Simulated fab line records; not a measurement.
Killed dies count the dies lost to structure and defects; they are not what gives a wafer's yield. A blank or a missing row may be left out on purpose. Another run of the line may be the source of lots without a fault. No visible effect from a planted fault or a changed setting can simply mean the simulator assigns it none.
A struck lot beside a sound one | flow sky130 | 17 steps out of a route of 708
Sound: the wafers L671.1, L671.2, L671.3. Struck: wafer L674.2 (L674.4, L674.6, from the same lot, were not struck and are left out); the cause is given at the end.
For every step that has rows: the tool of each side, followed by ch and its chambers, followed by its first start. Under that, the readings that differ: sound wafers | struck wafers | difference of the means | sigmas: that difference in standard deviations of wafers without a fault.
alike: same words and numbers on both sides, and readings whose means sit less than 2 such deviations apart. not compared: any withheld reading, any reading some wafer has no value for, any bound like >300 that may hide the same value, and any number with overlapping values for which the record gives no deviation.
The two part at a step that has a row with sigmas, a row that says differs or no value, or rows on one side only. When numbers do not overlap yet have no deviation, they are printed without sigmas and do not part them. A reading missing from all wafers of one side parts the sides only when that side holds two or more wafers.

SKY_LDD_P_OVL_MEAS_08:
  sound on overlay-01 at day 19 00:26; struck on overlay-02 at day 20 03:41
  alike: LDD_P_OVL
next, for these wafers, 1 step has no rows: SKY_LDD_P_IMPLANT_09.
SKY_LDD_P_STRIP_10: strips in O2/N2.
  sound on plasma-asher-01 ch 0,1, day 19 00:38; struck on plasma-asher-01 ch 1, day 20 03:52
  alike: drypump-motor-current-A, oes-product-au, strip-time-to-endpoint-s
  not compared: rf-hours-counter-h
SKY_LDD_P_TW_MEAS_11:
  sound on film-metro-04 at day 19 00:44; struck on film-metro-04 at day 20 03:58
  alike: LDD_P_TW
then, 7 steps without rows for these wafers: SKY_LDD_HVN_DEHYDRATE_00 (time 60 s); SKY_LDD_HVN_HMDS_01 (prime time 60 s); SKY_LDD_HVN_COAT_02 (resist thk 300 nm); SKY_LDD_HVN_SOFTBAKE_03 (time 60 s); SKY_LDD_HVN_EXPOSE_04 (exposes mask HVNTM, target cd 700 nm); SKY_LDD_HVN_PEB_05; SKY_LDD_HVN_DEVELOP_06 (develop time 60 s).
SKY_LDD_HVN_OVL_MEAS_07:
  sound on overlay-02 at day 20 07:42; struck on overlay-02 at day 21 10:41
  alike: LDD_HVN_OVL
SKY_LDD_HVN_IMPLANT_08:
  sound on implanter-01 ch 0, day 20 07:44; struck on implanter-01 ch 0, day 21 10:44
SKY_LDD_HVN_STRIP_09: strips in O2/N2.
  sound on plasma-asher-01 ch 0,1, day 20 07:53; struck on plasma-asher-04 ch 0, day 21 10:52
  alike: drypump-motor-current-A, oes-product-au, strip-time-to-endpoint-s
  not compared: rf-hours-counter-h
SKY_LDD_HVN_TW_MEAS_10:
  sound on film-metro-01 at day 20 07:59; struck on film-metro-03 at day 21 10:59
  reading    | sound          | struck | difference | sigmas
  LDD_HVN_TW | 1444 1440 1438 | 1371   | -70        | -6
then, 1 step without rows for these wafers: SKY_LDD_HVP_DEHYDRATE_00 (time 60 s).
-- here the record skips 25 days between the struck wafers' starts before and after, leaving off in module LDD_HVP and picking up in module PAD_OPEN (first step shown: number 708 of the route) --
SKY_PAD_OPEN_PROBE_99:
  sound on prober-02 at day 45 21:56; struck on prober-01 at day 46 17:29
  reading                                        | sound                | struck | difference | sigmas
  model.etest.tip_n_5v.rs-ohm-sq                 | 1373 1357 1356       | 1711   | +349       |
  model.etest.tip_n_5v.rs-ohm-sq-range           | 21.97 32.78 27.14    | 327.4  | +300.1     |
  model.etest.tip_n_5v.rs-ohm-sq-rim-less-centre | -8.583 -25.95 0.1642 | -150.9 | -139.4     |
  model.etest.nfet-g5v0d10v5.r-on-ohm-um         | 1879 1881 1863       | 1926   | +52        |
  model.etest.nfet-g5v0d10v5.drive-ua-um         | 601.8 607 608.1      | 601.5  | -4.1       |
  model.etest.nfet-g5v0d10v5.vt-sat-v (V)        | 0.7684 0.758 0.7686  | 0.7763 | +0.0113    |
  alike: killed_at_M0_to_M3, killed_at_M4_up, killed-at-contacts, killed-at-front-end, killed-at-other, killed-dies, killed-open, killed-short

== WHERE THEY PART ==
SKY_LDD_HVN_TW_MEAS_10 only, going by this record. Later steps at which nothing parts them and some readings are alike: SKY_PAD_OPEN_PROBE_99.

WHY: what had been put in by the simulator
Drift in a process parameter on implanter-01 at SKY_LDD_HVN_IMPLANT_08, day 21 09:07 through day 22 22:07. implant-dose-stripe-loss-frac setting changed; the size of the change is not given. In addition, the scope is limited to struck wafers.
